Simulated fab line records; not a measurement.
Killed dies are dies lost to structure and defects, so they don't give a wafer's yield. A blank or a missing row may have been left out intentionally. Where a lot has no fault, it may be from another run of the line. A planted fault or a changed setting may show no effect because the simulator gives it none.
The tool behind it: which one? ; flow gf180mcu ; 14 lots, 41 wafers sampled, at 2 steps of a route of 602

## WHAT EACH GAUGE READ, for each wafer
GF_V1_THK_MEAS_03. Usual: for V1_CVD_02_THK the level is 850 nm and the standard deviation is 10.
lot;measured;on;V1_CVD_02_THK (nm);flag
L236;day 17 04:53;film-metro-03;828 835 849;
L237;day 17 18:39;film-metro-02;842 858 849;
L238;day 18 00:15;film-metro-04;849 833 858;
L239;day 18 11:45;film-metro-03;836 844 849;
L240;day 18 20:45;film-metro-04;845 865 865;
L241;day 19 01:31;film-metro-03;842 834 854;
L243;day 19 21:43;film-metro-02;844 854 849;
L244;day 20 02:05;film-metro-04;829 831 839;
L245;day 20 14:37;film-metro-02;849 871 868;
L247;day 21 08:46;film-metro-02;852 843 856;
L248;day 21 14:38;film-metro-03;850 850 858;
L249;day 22 05:26;film-metro-03;849 892 893;
L251;day 22 16:13;film-metro-03;849 883;
L259;day 25 12:29;film-metro-04;847 860 853;

## WHICH TOOL RAN EACH LOT (tool, then ch and the chambers of the sampled wafers, then the start)
lot;GF_V1_CVD_02
L236;pecvd-01 ch 0,2, day 17 04:49
L237;pecvd-04 ch 0,1,2, day 17 18:34
L238;pecvd-01 ch 0,1,2, day 18 00:10
L239;pecvd-01 ch 0,1,2, day 18 11:41
L240;pecvd-04 ch 1,2, day 18 20:41
L241;pecvd-04 ch 0,1, day 19 01:26
L243;pecvd-01 ch 1,2, day 19 21:38
L244;pecvd-01 ch 0,2, day 20 02:01
L245;pecvd-02 ch 0,1, day 20 14:32
L247;pecvd-04 ch 0,1, day 21 08:41
L248;pecvd-04 ch 0,1,2, day 21 14:34
L249;pecvd-04 ch 0,2, day 22 05:21
L251;pecvd-04 ch 0,2, day 22 16:09
L259;pecvd-01 ch 0,1, day 25 12:24
- GF_V1_CVD_02: deposits SiO2 from TEOS, target thk 850 nm, time 94.851 s.

## WHAT THE TOOLS THEMSELVES READ (means of the sampled wafers that have a number; where no wafer has one, the mark that the record gives instead)
GF_V1_CVD_02. Usual: heater-power-w 656 W, standard deviation 110; rf-fwd-power-W 596.3 W, standard deviation 2.2; run-length-s 122.9 s, standard deviation 0.43.
lot;tool;heater-power-w (W);rf-fwd-power-W (W);run-length-s (s);flag
L236;pecvd-01;772;594.3;123.3;
L237;pecvd-04;565;596.4;122.8;
L238;pecvd-01;728;595.6;123.1;
L239;pecvd-01;684;594.8;123.1;
L240;pecvd-04;567;598.0;122.7;
L241;pecvd-04;659;597.2;122.8;
L243;pecvd-01;765;594.8;123.2;
L244;pecvd-01;742;593.9;123.2;
L245;pecvd-02;700;597.7;122.8;
L247;pecvd-04;636;597.2;122.8;
L248;pecvd-04;604;598.9;122.9;
L249;pecvd-04;611;594.9;125.5;OFF
L251;pecvd-04;639;597.1;124.6;OFF
L259;pecvd-01;639;594.2;123.1;

## THE ANSWER, worked out from the rows above alone
Rule: lot off if the mean of its wafers having a number is beyond 3 standard deviations from the usual mean. A lot without any number at a reading at which 4 lots or more have one is off too. All remaining lots with rows at the step are treated as sound. After the gauges, taken in route order, come the tools' own readings; for these a lot's mean is taken, as printed above. At the first step where some lot is off, the reading lying furthest off is the one used; lots without a number count as furthest.
Off: L249, L251 (GF_V1_CVD_02, run-length-s).
If a tool, at that step or one of the process steps before it, ran each lot that is off and ran no sound lot following the first of them, it fits. One candidate fits, namely pecvd-04 at GF_V1_CVD_02. A fault onset in the window from L248 (day 21 14:34, its last sound lot) to L249 (day 22 05:21, its first lot off) fits.
On the lots that are off, the tool's own readings at GF_V1_CVD_02 differ by more than 5 times the standard deviation of the sound lots' means, which bears it out; run-length-s reads 125.0 s there versus 123.0 s on the sound lots.

## WHAT THE SIMULATOR HAD INSERTED
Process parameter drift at GF_V1_CVD_02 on pecvd-04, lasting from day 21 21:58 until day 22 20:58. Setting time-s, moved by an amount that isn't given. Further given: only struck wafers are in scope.
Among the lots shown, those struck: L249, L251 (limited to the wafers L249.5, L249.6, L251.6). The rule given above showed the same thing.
